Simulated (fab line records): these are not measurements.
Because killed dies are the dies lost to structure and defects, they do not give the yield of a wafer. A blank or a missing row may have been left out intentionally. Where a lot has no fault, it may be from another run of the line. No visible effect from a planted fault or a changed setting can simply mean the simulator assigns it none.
Struck lot and sound lot, side by side | flow sky130 | 14 out of 708 route steps
Sound: the wafers L445.2, L445.3, L445.5. Struck: wafers L439.4, L439.5, L439.6. At the end, the cause is stated.
For every step that has rows: the tool of each side, followed by ch and its chambers, followed by its first start. Under that, the readings that differ: sound wafers | struck wafers | difference of the means | sigmas: that difference in standard deviations of wafers without a fault.
alike: a reading whose means differ by less than 2 such deviations, as well as words and numbers matching on both sides. not compared: withheld readings; readings where some wafer has no value; bounds like >300 that might hide an equal value; numbers whose values overlap and for which the record gives no deviation.
The two part at a step that has a row with sigmas, a row that says differs or no value, or rows on one side only. When numbers do not overlap yet have no deviation, they are printed without sigmas and do not part them. A reading missing from all wafers of one side parts the sides only when that side holds two or more wafers.

first, 1 step without rows for these wafers: SKY_VIA4_CMP_21 (polishes, stops on SiO2, t overpolish 25 s, target thk 0 nm).
SKY_METAL5_SPUTTER_00: material Ti, target thk 15 nm, time 10 s.
  struck on pvd-sputter-01, day 46 23:01; sound on pvd-sputter-02, day 48 04:23
  alike: throttle-valve-pct
SKY_METAL5_SPUTTER_01: material TiN, target thk 20 nm, time 16.7 s.
  struck on pvd-sputter-01, day 46 23:02; sound on pvd-sputter-02, day 48 04:24
  alike: throttle-valve-pct
SKY_METAL5_SPUTTER_02: material AlCu, target thk 1150 nm, time 61.2 s.
  struck on pvd-sputter-01, day 46 23:04; sound on pvd-sputter-02, day 48 04:26
  alike: throttle-valve-pct
SKY_METAL5_SPUTTER_03: material Ti, target thk 5 nm, time 3.3 s.
  struck on pvd-sputter-01, day 46 23:07; sound on pvd-sputter-02, day 48 04:29
  alike: throttle-valve-pct
SKY_METAL5_SPUTTER_04: material TiN, target thk 70 nm, time 58.3 s.
  struck on pvd-sputter-01, day 46 23:08; sound on pvd-sputter-02, day 48 04:30
  alike: throttle-valve-pct
SKY_METAL5_RS_MEAS_05: measurement is done with a four-point probe.
  struck on film-metro-04, day 46 23:15; sound on film-metro-04, day 48 04:34
  alike: METAL5_ALCU_RS
SKY_METAL5_THK_MEAS_06: measures by xrf.
  struck on film-metro-04, day 46 23:20; sound on film-metro-04, day 48 04:41
  alike: METAL5_ALCU_THK
then, 4 steps without rows for these wafers: SKY_METAL5_DEHYDRATE_07 (time 60 s); SKY_METAL5_HMDS_08 (prime time 60 s); SKY_METAL5_COAT_09 (resist thk 1800 nm); SKY_METAL5_SOFTBAKE_10 (time 60 s).
SKY_METAL5_EXPOSE_11: exposes mask MM5, target cd 1600 nm.
  struck on iline-stepper-01, day 47 09:33; sound on iline-stepper-01 ch 0, day 48 14:07
  no value came back on the struck wafers for exposure-dose-mJ-cm2, focus-offset-nm (nm), na; on the sound wafers exposure-dose-mJ-cm2 reads 190.14 190.19 190.04
  alike: mask
following that, these wafers have no rows for 1 step: SKY_METAL5_PEB_12.

== WHERE THEY PART ==
Only at SKY_METAL5_EXPOSE_11, within this record.

WHY: whatever the simulator had introduced
At SKY_METAL5_EXPOSE_11, the step was skipped entirely on iline-stepper-01 from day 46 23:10 on. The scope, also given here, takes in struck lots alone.
